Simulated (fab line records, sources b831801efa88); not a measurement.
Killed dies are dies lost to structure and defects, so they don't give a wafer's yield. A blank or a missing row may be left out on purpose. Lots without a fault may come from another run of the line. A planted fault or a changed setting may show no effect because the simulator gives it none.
Which tool did it? | flow gf180mcu | 6 lots, 18 wafers sampled, at 2 steps of a route of 602

WHAT THE GAUGES READ, wafer by wafer
GF_SAB_THK_MEAS_01.
lot  | measured     | on            | SAB_CVD_00_THK (nm)
L401 | day 15 07:45 | film_metro-04 | 51.1 50.9 51.7
L403 | day 15 22:41 | film_metro-04 | 49.9 51.4 50.5
L406 | day 17 01:50 | film_metro-03 | 50.5 50.0 51.5
L409 | day 18 02:06 | film_metro-01 | 70.0 71.3 71.8
L417 | day 21 02:04 | film_metro-04 | 50.7 51.9 51.7
L419 | day 21 19:04 | film_metro-01 | 49.3 51.2 50.1

WHICH TOOL RAN EACH LOT (tool, then ch and the chambers of the sampled wafers, then the start)
lot  | GF_SAB_CVD_00
L401 | pecvd-04 ch 1,2, day 15 07:44
L403 | pecvd-04 ch 1,2, day 15 22:40
L406 | pecvd-01 ch 1,2, day 17 01:47
L409 | pecvd-01 ch 0,1,2, day 18 02:05
L417 | pecvd-02 ch 1,2, day 21 02:02
L419 | pecvd-01 ch 0,1,2, day 21 19:02
- GF_SAB_CVD_00: deposits SiO2 from TEOS, target thk 50 nm, time 4.9302 s.

THE ANSWER, worked out from the rows above alone
Rule: what is usual is taken from the lots themselves. Put in order of their means at a reading, lots are off if they are a third of the lots or fewer, leave a main group of 4 or more, and stand apart from it by a gap of 3 or more times the standard deviation of the main group's means; of several such gaps the widest counts. A main group whose means are all the same, to the digits that the tables above print for the reading, isn't used. A lot without any number at a reading at which 4 lots or more have one is off too. The other lots that the step has rows for count as sound.
Off: L409, at GF_SAB_THK_MEAS_01 (SAB_CVD_00_THK). The main group: mean 50.8 nm, standard deviation 0.45.
A tool fits if, at a process step before that reading, it ran every lot that is off, and no sound lot after the first of them. The gauges at GF_SAB_THK_MEAS_01 are tried like those tools. None of those tried fits.

WHAT THE SIMULATOR HAD PUT IN
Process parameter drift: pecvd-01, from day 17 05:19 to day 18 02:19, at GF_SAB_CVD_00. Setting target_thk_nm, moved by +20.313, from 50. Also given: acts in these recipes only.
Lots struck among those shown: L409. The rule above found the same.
